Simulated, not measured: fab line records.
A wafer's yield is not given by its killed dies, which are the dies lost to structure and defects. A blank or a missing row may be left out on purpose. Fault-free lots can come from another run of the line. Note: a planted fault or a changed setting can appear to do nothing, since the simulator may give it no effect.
fab line records	flow gf180mcu	part 2 of 2: steps 32 to 41 of 41
[record] lots = 5	wafers = 15	last_day = 33
route steps=602 shown PSD@249 NSD@262 SAB@264 SALICIDE@278 CONTACT@287
lots with no fault: from the same line, run without faults
start_h: start of the lot's first displayed wafer, in hours after the record's first day	wait_h: hours elapsed since this lot's preceding step	" as in the row above	L1.1+2: a single row standing in for several wafers	- value missing, or start not given	* or withheld: withheld	< > ~ a bound
route shown NAME@n: a module of which the file shows steps, and the number in the route of the first	usual: mean and standard deviation over wafers with no fault	same: alike in all rows	chamber/n: place in a boat	sites: readings site by site	_std_site: the values' standard deviation	_edge_site: outer sites' mean less inner sites'	radius_mm: for every site, how far away it sits from the centre of the wafer	mask NAME#n: copy n	behind: the last tool/chamber to shape the wafer	hold: what put the lot on hold/how long, in hours/how the hold closed	device: which transistor (n, p or np) failed to switch	end of line: tests of these same wafers at the route's end	step lacking rows: just its recipe	killed: the dies lost at the first sort to structure and to defects; this is not the yield of the wafer	map: the dies of a wafer, with x for killed, . for not killed, _ for no die there
set.NAME: the setting as run; set.NAME@STEP: as run at that earlier step	model.NAME: the simulator's own value behind a step, which no gauge read
lots seen at some steps along the route; tables by step, rows by wafer
services: a tool's chamber out of use, with start hour (start_h, from the record's first day; less than 0 if before it), hours out, and reason
[[steps]]
[step GF_SALICIDE_SPUTTER_02]
[recipe] material = Co	target_thk_nm = 10	power_w = 1000	time_s = 20	chamber_pressure_pa = 0.4
[usual] throttle_valve_pct = 29.5/1
[same] time_s = 20
lot.wafer	tool	chamber	start_h	wait_h	throttle_valve_pct
L074.1	pvd_sputter-04	-	336.22	0.0	31.1
L074.3	"	-	"	"	29.1
L074.6	"	-	"	"	29.9
L079.1	pvd_sputter-04	-	382.68	0.0	29.2
L079.2	"	-	"	"	29.1
L079.4	"	-	"	"	29.9
L082.3	pvd_sputter-01	-	412.46	0.0	28.4
L082.4	"	-	"	"	29.6
L082.5	"	-	"	"	28.2
L087.2	pvd_sputter-01	-	453.33	0.0	29.3
L087.4	"	-	"	"	28.0
L087.5	"	-	"	"	31.2
L092.2	pvd_sputter-02	-	498.72	0.0	30.3
L092.3	"	-	"	"	29.0
L092.6	"	-	"	"	30.6
[step GF_SALICIDE_SPUTTER_03]
[recipe] material = TiN	target_thk_nm = 20	power_w = 6500	time_s = 16.7	chamber_pressure_pa = 0.4
[usual] throttle_valve_pct = 29.6/1
[same] time_s = 16.7
lot.wafer	tool	chamber	start_h	wait_h	throttle_valve_pct
L074.1	pvd_sputter-04	-	336.25	0.0	30.8
L074.3	"	-	"	"	28.9
L074.6	"	-	"	"	29.9
L079.1	pvd_sputter-04	-	382.71	0.0	29.0
L079.2	"	-	"	"	29.0
L079.4	"	-	"	"	29.9
L082.3	pvd_sputter-01	-	412.48	0.0	28.1
L082.4	"	-	"	"	29.5
L082.5	"	-	"	"	28.2
L087.2	pvd_sputter-01	-	453.36	0.0	29.4
L087.4	"	-	"	"	28.3
L087.5	"	-	"	"	31.1
L092.2	pvd_sputter-02	-	498.74	0.0	30.3
L092.3	"	-	"	"	29.0
L092.6	"	-	"	"	30.7
[step GF_SALICIDE_RS_MEAS_04]
[recipe] thk_meas_gauge = four-point-probe	reads = TiN_of_SALICIDE_SPUTTER_03+Co_of_SALICIDE_SPUTTER_02
[usual] SALICIDE_TIN_RS = 16.29/0.27
lot.wafer	tool	chamber	start_h	wait_h	SALICIDE_TIN_RS[ohm/sq]
L074.1	film_metro-02	-	336.28	0.0	16.18
L074.3	"	-	"	"	16.04
L074.6	"	-	"	"	16.45
L079.1	film_metro-03	-	382.74	0.0	15.97
L079.2	"	-	"	"	16.40
L079.4	"	-	"	"	16.07
L082.3	film_metro-01	-	412.55	0.1	17.01
L082.4	"	-	"	"	16.56
L082.5	"	-	"	"	16.89
L087.2	film_metro-01	-	453.40	0.0	16.15
L087.4	"	-	"	"	16.41
L087.5	"	-	"	"	16.09
L092.2	film_metro-02	-	498.79	0.0	16.51
L092.3	"	-	"	"	16.73
L092.6	"	-	"	"	16.97
[step GF_SALICIDE_THK_MEAS_05]
[recipe] thk_meas_gauge = xrf	reads = TiN_of_SALICIDE_SPUTTER_03
[usual] SALICIDE_TIN_THK = 20.04/0.18
lot.wafer	tool	chamber	start_h	wait_h	SALICIDE_TIN_THK[nm]
L074.1	film_metro-02	-	336.40	0.1	20.03
L074.3	"	-	"	"	20.34
L074.6	"	-	"	"	20.15
L079.1	film_metro-03	-	382.86	0.1	20.11
L079.2	"	-	"	"	20.19
L079.4	"	-	"	"	20.01
L082.3	film_metro-01	-	412.65	0.1	19.96
L082.4	"	-	"	"	19.93
L082.5	"	-	"	"	20.00
L087.2	film_metro-01	-	453.51	0.1	19.89
L087.4	"	-	"	"	19.88
L087.5	"	-	"	"	19.82
L092.2	film_metro-02	-	498.90	0.1	19.98
L092.3	"	-	"	"	20.14
L092.6	"	-	"	"	20.11
[step GF_SALICIDE_RTA_06]
[recipe] temp_c = 530	time_s = 30	ambient = N2
[usual] lamp_power_pct = 6.40/0.06	wafer_temp_C_max = 531.6/0.64
[same] time_s = 30
lot.wafer	tool	chamber	start_h	wait_h	lamp_power_pct	wafer_temp_C_max
L074.1	rtp_anneal-02	0	336.46	0.1	6.44	531.3
L074.3	"	0	"	"	6.44	531.1
L074.6	"	0	"	"	6.44	531.4
L079.1	rtp_anneal-02	0	382.92	0.1	6.44	531.2
L079.2	"	0	"	"	6.46	531.0
L079.4	"	0	"	"	6.45	531.4
L082.3	rtp_anneal-02	0	412.72	0.1	6.44	531.3
L082.4	"	0	"	"	6.44	531.2
L082.5	"	0	"	"	6.45	531.5
L087.2	rtp_anneal-02	0	453.59	0.1	6.45	531.3
L087.4	"	0	"	"	6.44	531.1
L087.5	"	0	"	"	6.44	531.3
L092.2	rtp_anneal-01	0	498.97	0.1	6.32	531.8
L092.3	"	0	"	"	6.32	532.1
L092.6	"	0	"	"	6.32	532.6
[step GF_SALICIDE_WET_ETCH_07]
[recipe] chemistry = SPM	target_depth_nm = 120	dry = n2_spin
lot.wafer	tool	chamber	start_h	wait_h
L074.1+3+6	wet_bench-03	1	336.56	0.1
L079.1+2+4	wet_bench-03	2	383.02	0.1
L082.3+4+5	wet_bench-03	0	412.79	0.1
L087.2+4+5	wet_bench-01	0	453.67	0.1
L092.2+3+6	wet_bench-03	1	499.05	0.1
[step GF_SALICIDE_RTA_08]
[recipe] temp_c = 800	time_s = 30	ambient = N2
[usual] lamp_power_pct = 17.78/0.16	wafer_temp_C_max = 802.6/0.91
[same] time_s = 30
lot.wafer	tool	chamber	start_h	wait_h	lamp_power_pct	wafer_temp_C_max
L074.1	rtp_anneal-02	0	336.65	0.0	17.90	801.2
L074.3	"	0	"	"	17.88	801.4
L074.6	"	0	"	"	17.90	802.0
L079.1	rtp_anneal-01	0	383.11	0.0	17.55	802.7
L079.2	"	0	"	"	17.53	804.8
L079.4	"	0	"	"	17.55	804.5
L082.3	rtp_anneal-01	0	412.92	0.0	17.52	803.6
L082.4	"	0	"	"	17.54	802.9
L082.5	"	0	"	"	17.55	806.0
L087.2	rtp_anneal-02	0	453.79	0.0	17.89	802.0
L087.4	"	0	"	"	17.92	802.6
L087.5	"	0	"	"	17.88	801.7
L092.2	rtp_anneal-02	0	499.16	0.0	17.90	801.9
L092.3	"	0	"	"	17.93	802.1
L092.6	"	0	"	"	17.92	801.8
[step GF_CONTACT_CVD_00]
[recipe] material = SiO2	target_thk_nm = 300	sigma_open_frac = 0.3	temp_c = 400	time_s = 50	sih4_flow_sccm = 60	pressure_mtorr = 6
[usual] sih4_flow_sccm = 59.97/0.16
[same] time_s = 50
lot.wafer	tool	chamber	start_h	wait_h	sih4_flow_sccm
L074.1	hdpcvd-02	2	336.75	0.1	60.17
L074.3	"	1	"	"	59.62
L074.6	"	1	"	"	59.91
L079.1	hdpcvd-01	2	383.21	0.1	60.02
L079.2	"	0	"	"	59.86
L079.4	"	2	"	"	59.95
L082.3	hdpcvd-01	0	412.98	0.1	59.98
L082.4	"	2	"	"	60.03
L082.5	"	1	"	"	60.00
L087.2	hdpcvd-02	1	453.87	0.1	60.01
L087.4	"	0	"	"	59.81
L087.5	"	2	"	"	59.66
L092.2	hdpcvd-01	1	499.24	0.1	60.24
L092.3	"	2	"	"	60.05
L092.6	"	1	"	"	60.13
[step GF_CONTACT_THK_MEAS_01]
[recipe] reads = SiO2_of_CONTACT_CVD_00
[usual] CONTACT_CVD_00_THK = 300.4/3
lot.wafer	tool	chamber	start_h	wait_h	CONTACT_CVD_00_THK[nm]
L074.1	film_metro-03	-	336.79	0.0	307.7
L074.3	"	-	"	"	298.5
L074.6	"	-	"	"	300.9
L079.1	film_metro-01	-	383.25	0.0	299.8
L079.2	"	-	"	"	299.0
L079.4	"	-	"	"	298.1
L082.3	film_metro-01	-	413.05	0.0	297.9
L082.4	"	-	"	"	304.3
L082.5	"	-	"	"	300.5
L087.2	film_metro-04	-	453.93	0.0	301.5
L087.4	"	-	"	"	304.4
L087.5	"	-	"	"	304.4
L092.2	film_metro-04	-	499.30	0.0	300.8
L092.3	"	-	"	"	304.3
L092.6	"	-	"	"	300.4
[step GF_CONTACT_CVD_02]
[recipe] material = SiO2	target_thk_nm = 860	precursor = TEOS	temp_c = 400	time_s = 95.992	rf_w = 600
[usual] heater_power_w = 683/100
[same] time_s = 95.992
lot.wafer	tool	chamber	start_h	wait_h	heater_power_w
L074.1	pecvd-04	1	336.85	0.1	629
L074.3	"	0	"	"	613
L074.6	"	0	"	"	654
L079.1	pecvd-01	0	383.31	0.1	880
L079.2	"	1	"	"	741
L079.4	"	0	"	"	738
L082.3	pecvd-01	0	413.09	0.0	880
L082.4	"	2	"	"	599
L082.5	"	1	"	"	775
L087.2	pecvd-01	1	453.98	0.0	763
L087.4	"	1	"	"	615
L087.5	"	2	"	"	502
L092.2	pecvd-04	1	499.35	0.0	547
L092.3	"	2	"	"	804
L092.6	"	1	"	"	617
[[services]]
tool	chamber	start_h	hours	kind
pecvd-02	-	285.60	14.6	pm
rie_diel-01	-	289.90	0.5	repair
hdpcvd-01	-	302.76	1.0	repair
pecvd-04	-	307.41	0.7	repair
rtp_anneal-01	-	309.73	33.9	pm
iline_stepper-02	-	330.10	2.7	repair
wet_bench-02	-	341.35	3.3	repair
rtp_anneal-02	-	343.60	5.7	pm
implanter-02	-	343.99	0.7	repair
pecvd-01	-	356.42	2.6	repair
iline_stepper-01	-	357.34	1.7	pm
implanter-02	-	358.25	23.0	pm
rie_diel-01	1	366.64	1.5	repair
pecvd-01	-	368.88	14.0	pm
pvd_sputter-01	-	370.15	1.7	repair
hdpcvd-01	-	382.57	0.5	repair
rtp_anneal-01	-	416.46	44.9	pm
plasma_asher-02	-	424.56	1.4	repair
pecvd-02	-	430.69	0.5	repair
iline_stepper-02	-	445.17	1.7	pm
iline_stepper-01	-	446.83	2.1	pm
wet_bench-01	-	477.04	1.9	repair
iline_stepper-02	-	482.03	4.4	pm
pecvd-04	0	488.93	7.1	repair
